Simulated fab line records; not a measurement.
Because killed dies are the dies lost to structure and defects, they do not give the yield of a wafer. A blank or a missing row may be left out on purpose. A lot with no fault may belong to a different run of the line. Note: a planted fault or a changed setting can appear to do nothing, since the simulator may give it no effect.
fab line records	flow sky130
[record] lots = 6	wafers = 18	last_day = 50
route steps=708 shown LI_CONTACT@365 PAD_OPEN@708
lots that met no fault: from a run of the same line without faults
start_h: start of the lot's first displayed wafer, in hours after the record's first day	wait_h: hours elapsed since this lot's preceding step	" unchanged from the row above	L1.1+2: a single row standing in for several wafers	- no value, or no start was given	* or withheld: withheld	< > ~ a bound
route shown NAME@n: names a module that has steps shown in the file, with the first one's number in the route	usual: the fault-free wafers' mean and standard deviation	same: alike in all rows	chamber/n: place in a boat	sites: the reading at each site	_std_site: their standard deviation	_edge_site: outer sites' mean less inner sites'	radius_mm: for every site, how far away it sits from the centre of the wafer	mask NAME#n: copy n	behind: tool/chamber where the wafer was last shaped	hold: why the lot went on hold/how many hours it stayed there/how the hold came to an end	device: transistor that didn't switch, given as n, p or np	end of line: tests run on the same wafers once the route is complete	step lacking rows: just its recipe	killed: at the first sort, the dies lost to defects and structure; wafer yield is something else	map: a wafer's dies, marking killed ones x, the rest . and places with no die _
set.NAME: the setting that was run; set.NAME@STEP: the one run at that earlier step	model.NAME: the simulator's own value behind a step, which no gauge read
a table for each step, a row for each wafer; lots at some steps of the route
services: when a tool's chamber went out of use (start_h, in hours from the record's first day, below 0 if earlier), for how many hours, and the reason
[[steps]]
[step SKY_LI_CONTACT_BOW_MEAS_03]
[recipe] mode = bow
[usual] LI_CONTACT_BOW = 55/6.5
lot.wafer	tool	chamber	start_h	wait_h	LI_CONTACT_BOW[um]
L776.2	film_metro-04	-	649.32	0.3	53
L776.3	"	-	"	"	55
L776.5	"	-	"	"	53
L782.2	film_metro-03	-	709.83	0.5	56
L782.4	"	-	"	"	47
L782.6	"	-	"	"	64
L783.2	film_metro-03	-	712.08	0.2	67
L783.3	"	-	"	"	61
L783.6	"	-	"	"	63
L791.1	film_metro-03	-	780.01	0.2	55
L791.2	"	-	"	"	54
L791.5	"	-	"	"	61
L793.1	film_metro-04	-	783.15	0.1	60
L793.2	"	-	"	"	46
L793.3	"	-	"	"	62
L797.2	film_metro-04	-	818.72	0.1	63
L797.4	"	-	"	"	36
L797.6	"	-	"	"	43
[step SKY_LI_CONTACT_DEHYDRATE_04]
[recipe] temp_c = 200	time_s = 60
[step SKY_LI_CONTACT_HMDS_05]
[recipe] prime_time_s = 60	prime_temp_c = 120
[step SKY_LI_CONTACT_COAT_06]
[recipe] resist = BARC	temp_c = withheld	time_s = withheld	spin_rpm = 3000	resist_thk_nm = 60
[step SKY_LI_CONTACT_COAT_07]
[recipe] resist = KrF-thick	spin_rpm = 3000	resist_thk_nm = 450
[step SKY_LI_CONTACT_SOFTBAKE_08]
[recipe] temp_c = 100	time_s = 90	resist = KrF-thick
[step SKY_LI_CONTACT_EXPOSE_09]
[recipe] mask_id = LICM1	na = 0.8	source_shape = annular	sigma_inner = 0.55	sigma_outer = 0.85	target_cd_nm = 170	dose_mj = 38
[step SKY_LI_CONTACT_PEB_10]
[recipe] peb_temp_c = withheld	peb_time_s = withheld	resist = KrF-thick
[step SKY_LI_CONTACT_DEVELOP_11]
[recipe] develop_time_s = 60	resist = KrF-thick	dev_temp_c = 21
[step SKY_LI_CONTACT_CD_MEAS_12]
[recipe] target_cd_nm = 170
[usual] cd_nm = 170.1/1.6
lot.wafer	tool	chamber	start_h	wait_h	cd_nm
L776.2	cd_sem-01	-	678.05	-	168.7
L776.3	"	-	"	"	170.9
L776.5	"	-	"	"	171.7
L782.2	cd_sem-02	-	734.09	-	170.5
L782.4	"	-	"	"	170.0
L782.6	"	-	"	"	169.7
L783.2	cd_sem-01	-	738.94	-	167.0
L783.3	"	-	"	"	168.3
L783.6	"	-	"	"	169.5
L791.1	cd_sem-02	-	806.88	-	169.4
L791.2	"	-	"	"	168.3
L791.5	"	-	"	"	170.9
L793.1	cd_sem-01	-	809.97	-	170.4
L793.2	"	-	"	"	170.2
L793.3	"	-	"	"	170.8
L797.2	cd_sem-01	-	845.36	-	169.9
L797.4	"	-	"	"	170.3
L797.6	"	-	"	"	169.6
[step SKY_LI_CONTACT_OVL_MEAS_13]
[usual] LI_CONTACT_OVL = -3/5.9
lot.wafer	tool	chamber	start_h	wait_h	LI_CONTACT_OVL[nm]
L776.2	overlay-01	-	678.16	0.1	-10
L776.3	"	-	"	"	-11
L776.5	"	-	"	"	-6
L782.2	overlay-02	-	734.19	0.1	5
L782.4	"	-	"	"	-4
L782.6	"	-	"	"	-3
L783.2	overlay-02	-	739.04	0.1	-11
L783.3	"	-	"	"	-8
L783.6	"	-	"	"	-5
L791.1	overlay-01	-	807.00	0.1	-8
L791.2	"	-	"	"	-4
L791.5	"	-	"	"	-6
L793.1	overlay-02	-	810.09	0.1	-7
L793.2	"	-	"	"	-3
L793.3	"	-	"	"	-7
L797.2	overlay-01	-	845.46	0.1	4
L797.4	"	-	"	"	6
L797.6	"	-	"	"	0
[step SKY_LI_CONTACT_ETCH_14]
[recipe] chemistry = N2/H2	target = BARC	ion_energy_ev = 200	source_w = 500	bias_w = 100	pressure_mtorr = 30	n2_flow_sccm = 100	h2_flow_sccm = 200	stop_on = SiO2	time_s = 45.9	target_depth_a = 600
[usual] bias_w = 99.96/0.29	chamber_pressure_mTorr = 30.002/0.027	drypump_motor_current_A = 5.6/0.4	oes_product_au = 0.854/0.0046	throttle_valve_pct = 13.225/0.0085
lot.wafer	tool	chamber	start_h	wait_h	bias_w	chamber_pressure_mTorr	drypump_motor_current_A	oes_product_au	rf_hours_counter_h	throttle_valve_pct
L776.2	rie_diel-01	0	678.19	0.0	100.10	30.069	5.4	0.858	6	13.229
L776.3	"	1	"	"	100.32	30.029	5.4	0.857	23	13.223
L776.5	"	2	"	"	100.33	29.996	6.2	0.853	-	13.231
L782.2	rie_diel-04	1	734.22	0.0	99.76	30.014	5.7	0.847	6	13.235
L782.4	"	0	"	"	99.55	30.006	5.5	0.853	0	13.227
L782.6	"	0	"	"	99.57	29.979	5.5	0.856	-	13.216
L783.2	rie_diel-04	2	739.07	0.0	99.62	29.993	5.0	0.858	9	13.223
L783.3	"	3	"	"	100.08	30.040	5.8	0.858	4	13.225
L783.6	"	1	"	"	99.46	30.023	5.7	0.854	-	13.228
L791.1	rie_diel-01	0	807.04	0.0	99.96	29.993	5.4	0.855	9	13.229
L791.2	"	3	"	"	100.12	29.978	6.1	0.858	15	13.227
L791.5	"	1	"	"	99.55	29.985	5.4	0.852	-	13.220
L793.1	rie_diel-04	1	810.12	0.0	99.94	30.004	5.7	0.850	8	13.252
L793.2	"	3	"	"	100.29	29.971	5.8	0.857	6	13.223
L793.3	"	2	"	"	100.23	29.976	5.0	0.851	11	13.222
L797.2	rie_diel-04	3	845.49	0.0	100.08	29.959	5.8	0.860	7	13.227
L797.4	"	2	"	"	100.66	29.999	5.0	0.845	12	13.220
L797.6	"	0	"	"	99.83	30.019	5.5	0.856	-	13.232
[step SKY_LI_CONTACT_ETCH_15]
[recipe] target = PSG	chemistry = C4F8/O2/Ar	stop_on = Si	taper_deg = 4.15	mask_material = KrF-thick	source_w = 1500	bias_w = 1200	pressure_mtorr = 40	c4f8_flow_sccm = withheld	O2_flow_sccm = 6	Ar_flow_sccm = 300	time_s = withheld	target_depth_a = 6000
[usual] bias_w = 1200/3.5	chamber_pressure_mTorr = 40.00/0.037	oes_product_au = 0.837/0.0051
lot.wafer	tool	chamber	start_h	wait_h	bias_w	chamber_pressure_mTorr	oes_product_au	model.KrF-thick_of_LI_CONTACT_COAT_07.thk_nm
L776.2	rie_diel-01	0	678.23	0.0	1200	40.02	0.834	226.3
L776.3	"	1	"	"	1199	40.01	0.846	235.8
L776.5	"	2	"	"	1201	39.99	0.830	232.2
L782.2	rie_diel-04	1	734.27	0.0	-	-	-	393.6
L782.4	"	0	"	"	-	-	-	392.8
L782.6	"	0	"	"	-	-	-	392.6
L783.2	rie_diel-04	2	739.12	0.0	-	-	-	393
L783.3	"	3	"	"	-	-	-	394.9
L783.6	"	1	"	"	-	-	-	392.6
L791.1	rie_diel-01	0	807.08	0.0	1201	40.00	0.841	226
L791.2	"	3	"	"	1199	39.99	0.838	230.1
L791.5	"	1	"	"	1200	40.03	0.831	236.3
L793.1	rie_diel-04	1	810.17	0.0	1202	40.03	0.839	226
L793.2	"	3	"	"	1205	39.92	0.842	237.7
L793.3	"	2	"	"	1198	40.01	0.836	228.4
L797.2	rie_diel-04	3	845.54	0.0	1203	39.94	0.844	240.8
L797.4	"	2	"	"	1196	40.03	0.829	230.4
L797.6	"	0	"	"	1207	39.98	0.833	233.9
[step SKY_LI_CONTACT_STRIP_16]
[recipe] chemistry = O2/N2	power_w = 1400	pressure_mtorr = 1500	platen_temp_c = withheld	o2_flow_sccm = 3000	n2_flow_sccm = 300	overash_fraction = 0.5
[usual] drypump_motor_current_A = 5.4/0.37	oes_product_au = 0.376/0.0047	strip_time_to_endpoint_s = 3.50/0.044
lot.wafer	tool	chamber	start_h	wait_h	drypump_motor_current_A	oes_product_au	rf_hours_counter_h	strip_time_to_endpoint_s
L776.2	plasma_asher-01	1	678.31	-	5.7	0.383	101	3.43
L776.3	"	0	"	"	4.9	0.378	-	3.54
L776.5	"	1	"	"	5.6	0.375	-	3.50
L782.2	plasma_asher-03	0	734.35	-	5.0	0.448	64	5.22
L782.4	"	1	"	"	5.9	0.452	-	5.19
L782.6	"	0	"	"	5.0	0.442	-	5.20
L783.2	plasma_asher-04	1	739.20	-	5.2	0.442	90	5.19
L783.3	"	1	"	"	5.2	0.445	-	5.22
L783.6	"	1	"	"	5.1	0.441	-	5.20
L791.1	plasma_asher-01	1	807.16	-	5.7	0.374	6	3.42
L791.2	"	0	"	"	4.9	0.383	6	3.47
L791.5	"	0	"	"	4.9	0.377	-	3.54
L793.1	plasma_asher-01	1	810.25	-	5.7	0.372	6	3.45
L793.2	"	0	"	"	4.9	0.373	6	3.56
L793.3	"	1	"	"	5.7	0.373	-	3.45
L797.2	plasma_asher-04	1	845.62	-	5.2	0.381	100	3.61
L797.4	"	0	"	"	5.6	0.375	-	3.49
L797.6	"	0	"	"	5.6	0.379	-	3.51
[step SKY_LI_CONTACT_CLEAN_17]
[recipe] chemistry = NMP	time_s = 600	temp_c = 60	dry = n2_spin
[step SKY_PAD_OPEN_PROBE_99]
[usual] killed_at_M0_to_M3 = 43/7.2	killed_at_M4_up = 3.5/2	killed_at_contacts = 24/5.2	killed_at_front_end = 15/4.4	killed_at_other = 0.2/0.48	killed_dies = 85/9.4	killed_on_rim = 16/3.7	killed_open = 46/7.3	killed_short = 39/6.1
[same] gross_dies = 492	killed_at_back_side = 0
lot.wafer	tool	chamber	start_h	wait_h	hold	killed_at_M0_to_M3	killed_at_M4_up	killed_at_contacts	killed_at_front_end	killed_at_other	killed_dies	killed_on_rim	killed_open	killed_short
L776.2	prober-02	-	1081.27	0.1	-	42	6	30	16	0	94	23	53	39
L776.3	prober-02	-	1081.32	0.2	-	59	4	17	13	0	93	18	49	44
L776.5	prober-02	-	1081.42	0.2	-	42	0	25	7	0	74	14	50	24
L782.4	prober-01	-	1116.23	0.2	await_dispo/1.9h/scrap	55	5	414	16	2	492	96	55	54
L782.6	prober-01	-	1116.33	0.2	await_dispo/1.9h/scrap	39	3	433	17	0	492	96	46	33
L783.2	prober-02	-	1123.25	0.1	await_dispo/2.4h/scrap	44	4	433	11	0	492	96	47	38
L783.3	prober-02	-	1123.30	0.2	await_dispo/2.4h/scrap	37	2	434	19	0	492	96	43	38
L783.6	prober-02	-	1123.45	0.2	await_dispo/2.4h/scrap	48	2	424	18	0	492	96	47	50
L791.1	prober-01	-	1166.58	0.1	-	33	5	28	11	0	77	17	55	22
L791.2	prober-01	-	1166.63	0.1	-	47	1	20	20	0	88	23	43	45
L791.5	prober-01	-	1166.78	0.2	-	38	2	28	19	0	87	16	43	43
L793.1	prober-02	-	1169.61	0.1	-	35	3	18	15	0	71	8	38	33
L793.2	prober-02	-	1169.66	0.1	-	47	4	25	17	0	93	22	54	39
L793.3	prober-02	-	1169.71	0.2	-	52	4	21	20	0	97	16	54	43
L797.2	prober-01	-	1189.89	0.1	-	35	2	20	15	0	72	13	39	33
L797.4	prober-01	-	1189.99	0.2	-	44	0	29	18	0	91	19	59	32
L797.6	prober-01	-	1190.09	0.2	-	35	8	27	17	0	87	17	44	43
// killed by level:class
L776.2 VIA2:geometric_particle:open=10 LI_CONTACT:geometric_particle:open=10 CONTACT:geometric_particle:open=10 METAL1:geometric_particle:short=6 VIA1:geometric_particle:open=6 FIELD_ISO:geometric_particle:short=5 VIA3:geometric_particle:short=5 CONTACT:geometric_particle:short=5
L776.3 VIA1:geometric_particle:open=18 VIA3:geometric_particle:short=10 VIA2:geometric_particle:open=10 LOCAL_INTERCONNECT:geometric_particle:short=5 CONTACT:geometric_particle:open=5 METAL1:geometric_particle:short=5 FIELD_ISO:geometric_particle:short=4 FIELD_ISO:geometric_particle:open=4
L776.5 VIA1:geometric_particle:open=18 CONTACT:geometric_particle:open=10 VIA2:geometric_particle:open=6 LI_CONTACT:geometric_particle:open=5 VIA3:geometric_particle:open=5 POLY_GATE:geometric_particle:short=4 CONTACT:geometric_particle:short=4 LI_CONTACT:geometric_particle:short=3
L782.4 LI_CONTACT:area_etch=380 VIA1:geometric_particle:open=14 CONTACT:geometric_particle:open=11 LI_CONTACT:geometric_particle:open=9 VIA3:geometric_particle:open=8 VIA1:geometric_particle:short=7 CONTACT:geometric_particle:short=7 POLY_GATE:geometric_particle:short=6
L782.6 LI_CONTACT:area_etch=412 VIA2:geometric_particle:open=9 LI_CONTACT:geometric_particle:open=8 FIELD_ISO:geometric_particle:short=6 VIA3:geometric_particle:open=6 CONTACT:geometric_particle:short=6 VIA1:geometric_particle:open=6 LOCAL_INTERCONNECT:geometric_particle:short=4
L783.2 LI_CONTACT:area_etch=406 CONTACT:geometric_particle:open=11 VIA1:geometric_particle:open=9 LI_CONTACT:geometric_particle:open=8 VIA2:geometric_particle:open=7 METAL1:geometric_particle:short=6 METAL2:geometric_particle:short=5 FIELD_ISO:geometric_particle:open=4
L783.3 LI_CONTACT:area_etch=411 CONTACT:geometric_particle:short=7 LI_CONTACT:geometric_particle:open=7 CONTACT:geometric_particle:open=7 VIA1:geometric_particle:open=7 METAL1:geometric_particle:short=6 VIA3:geometric_particle:open=6 FIELD_ISO:geometric_particle:open=5
L783.6 LI_CONTACT:area_etch=395 CONTACT:geometric_particle:open=12 VIA1:geometric_particle:open=9 VIA3:geometric_particle:open=8 FIELD_ISO:geometric_particle:short=7 METAL2:geometric_particle:short=7 LI_CONTACT:geometric_particle:short=6 METAL1:geometric_particle:short=5
L791.1 LI_CONTACT:geometric_particle:open=12 VIA1:geometric_particle:open=11 CONTACT:geometric_particle:open=10 VIA2:geometric_particle:open=4 CONTACT:geometric_particle:short=4 FIELD_ISO:geometric_particle:open=3 POLY_CUT:geometric_particle:open=3 VIA1:geometric_particle:short=3
L791.2 VIA1:geometric_particle:open=13 CONTACT:geometric_particle:open=10 VIA1:geometric_particle:short=9 FIELD_ISO:geometric_particle:short=8 METAL1:geometric_particle:short=6 POLY_GATE:geometric_particle:short=5 METAL2:geometric_particle:short=5 LI_CONTACT:geometric_particle:open=4
L791.5 VIA1:geometric_particle:open=12 CONTACT:geometric_particle:open=10 POLY_GATE:geometric_particle:short=7 LOCAL_INTERCONNECT:geometric_particle:short=6 LI_CONTACT:geometric_particle:open=6 METAL1:geometric_particle:short=5 POLY_GATE:geometric_particle:open=5 CONTACT:geometric_particle:short=4
L793.1 VIA1:geometric_particle:open=9 CONTACT:geometric_particle:short=6 CONTACT:geometric_particle:open=6 VIA1:geometric_particle:short=6 VIA3:geometric_particle:open=6 METAL2:geometric_particle:short=5 FIELD_ISO:geometric_particle:open=4 LOCAL_INTERCONNECT:geometric_particle:short=4
L793.2 VIA1:geometric_particle:short=11 VIA1:geometric_particle:open=11 VIA3:geometric_particle:open=10 LI_CONTACT:geometric_particle:open=8 CONTACT:geometric_particle:open=6 POLY_GATE:geometric_particle:open=5 CONTACT:geometric_particle:short=5 VIA3:geometric_particle:short=4
L793.3 VIA1:geometric_particle:open=18 LI_CONTACT:geometric_particle:open=8 VIA3:geometric_particle:open=7 CONTACT:geometric_particle:open=6 VIA2:geometric_particle:open=6 FIELD_ISO:geometric_particle:open=5 FIELD_ISO:geometric_particle:short=5 CONTACT:geometric_particle:short=5
L797.2 VIA1:geometric_particle:open=7 LI_CONTACT:geometric_particle:open=6 VIA2:geometric_particle:open=6 FIELD_ISO:geometric_particle:open=5 CONTACT:geometric_particle:short=5 CONTACT:geometric_particle:open=5 METAL2:geometric_particle:short=5 FIELD_ISO:geometric_particle:short=4
L797.4 CONTACT:geometric_particle:open=11 VIA2:geometric_particle:open=9 VIA1:geometric_particle:open=9 VIA3:geometric_particle:open=8 FIELD_ISO:geometric_particle:open=6 LI_CONTACT:geometric_particle:open=6 FIELD_ISO:geometric_particle:short=5 METAL2:geometric_particle:short=5
L797.6 CONTACT:geometric_particle:open=9 VIA3:geometric_particle:open=8 LI_CONTACT:geometric_particle:open=8 POLY_GATE:geometric_particle:short=7 CONTACT:geometric_particle:short=7 VIA1:geometric_particle:open=6 METAL4:geometric_particle:short=6 FIELD_ISO:geometric_particle:open=4
// map L782.4 (x killed, . not)
__________xxxxxxxxxx_________
________xxxxxxxxxxxxxx_______
______xxxxxxxxxxxxxxxxxx_____
_____xxxxxxxxxxxxxxxxxxxx____
____xxxxxxxxxxxxxxxxxxxxxx___
___xxxxxxxxxxxxxxxxxxxxxxxx__
__xxxxxxxxxxxxxxxxxxxxxxxxxx_
_xxxxxxxxxxxxxxxxxxxxxxxxxxxx
_xxxxxxxxxxxxxxxxxxxxxxxxxxxx
_xxxxxxxxxxxxxxxxxxxxxxxxxxxx
_xxxxxxxxxxxxxxxxxxxxxxxxxxxx
_xxxxxxxxxxxxxxxxxxxxxxxxxxxx
_xxxxxxxxxxxxxxxxxxxxxxxxxxxx
_xxxxxxxxxxxxxxxxxxxxxxxxxxxx
_xxxxxxxxxxxxxxxxxxxxxxxxxxxx
__xxxxxxxxxxxxxxxxxxxxxxxxxx_
___xxxxxxxxxxxxxxxxxxxxxxxx__
____xxxxxxxxxxxxxxxxxxxxxx___
_____xxxxxxxxxxxxxxxxxxxx____
______xxxxxxxxxxxxxxxxxx_____
________xxxxxxxxxxxxxx_______
__________xxxxxxxxxx_________
// map L783.2 (x killed, . not)
__________xxxxxxxxxx_________
________xxxxxxxxxxxxxx_______
______xxxxxxxxxxxxxxxxxx_____
_____xxxxxxxxxxxxxxxxxxxx____
____xxxxxxxxxxxxxxxxxxxxxx___
___xxxxxxxxxxxxxxxxxxxxxxxx__
__xxxxxxxxxxxxxxxxxxxxxxxxxx_
_xxxxxxxxxxxxxxxxxxxxxxxxxxxx
_xxxxxxxxxxxxxxxxxxxxxxxxxxxx
_xxxxxxxxxxxxxxxxxxxxxxxxxxxx
_xxxxxxxxxxxxxxxxxxxxxxxxxxxx
_xxxxxxxxxxxxxxxxxxxxxxxxxxxx
_xxxxxxxxxxxxxxxxxxxxxxxxxxxx
_xxxxxxxxxxxxxxxxxxxxxxxxxxxx
_xxxxxxxxxxxxxxxxxxxxxxxxxxxx
__xxxxxxxxxxxxxxxxxxxxxxxxxx_
___xxxxxxxxxxxxxxxxxxxxxxxx__
____xxxxxxxxxxxxxxxxxxxxxx___
_____xxxxxxxxxxxxxxxxxxxx____
______xxxxxxxxxxxxxxxxxx_____
________xxxxxxxxxxxxxx_______
__________xxxxxxxxxx_________
[[services]]
tool	chamber	start_h	hours	kind
plasma_asher-01	-	656.32	3.0	repair
rie_diel-01	0	687.32	6.8	repair
rie_diel-04	0	697.47	11.5	repair
rie_diel-01	-	709.91	2.8	pm
rie_diel-04	0	712.32	-	clean
rie_diel-04	0	712.32	19.4	scheduled_down
rie_diel-04	0	712.32	19.4	vent_cycle
plasma_asher-01	-	733.02	1.4	repair
plasma_asher-01	-	734.38	9.0	pm
plasma_asher-01	0	734.38	9.0	vent_cycle
plasma_asher-01	1	734.38	9.0	vent_cycle
plasma_asher-01	0	743.38	-	clean
plasma_asher-01	1	743.38	-	clean
rie_diel-04	1	744.40	9.1	repair
rie_diel-01	0	767.76	4.2	repair
rie_diel-01	2	806.97	22.0	repair
rie_diel-04	1	807.96	1.3	repair
rie_diel-01	1	840.52	-	clean
rie_diel-01	1	840.52	23.4	scheduled_down
rie_diel-01	1	840.52	23.4	vent_cycle
[[key]]
[first_sign] step = SKY_LI_CONTACT_ETCH_15	reading = tool_record	direction = missing
[effect] step = SKY_LI_CONTACT_STRIP_16	reading = strip_time_to_endpoint_s	direction = up	sigmas = 39	usual = *	struck = *
[effect] step = SKY_PAD_OPEN_PROBE_99	reading = killed_at_contacts	direction = up	sigmas = 78	usual = 24	struck = 428
[model_effect] step = SKY_LI_CONTACT_ETCH_15	value = KrF-thick_of_LI_CONTACT_COAT_07.thk_nm	without = 234.4	struck = 393.2
[more_kills_born_at] SKY_LI_CONTACT_ETCH_15@rie_diel-04 = 2004
met_at SKY_LI_CONTACT_ETCH_15
struck_wafers L782.2,L782.4,L782.6,L783.2,L783.3,L783.6
later_rows_left_out L782.2,L782.4,L782.6,L783.2,L783.3,L783.6
tester_left_out L782,L783
[fault] kind = skipped_step_whole	tool = rie_diel-04	chamber = -	onset_h = 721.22	steps = SKY_LI_CONTACT_ETCH_15	scope = struck_lots_only
// tester_left_out: of these lots the tester's yield and bins aren't shown, on N5 and GAA mostly nor the transistor test; their killed dies are dies lost to structure and defects alone, not to doping, threshold or leakage, so they don't give the yield
// later_rows_left_out: the simulator's readings of these wafers behind a module that went badly wrong aren't trusted and aren't shown, but for the sort
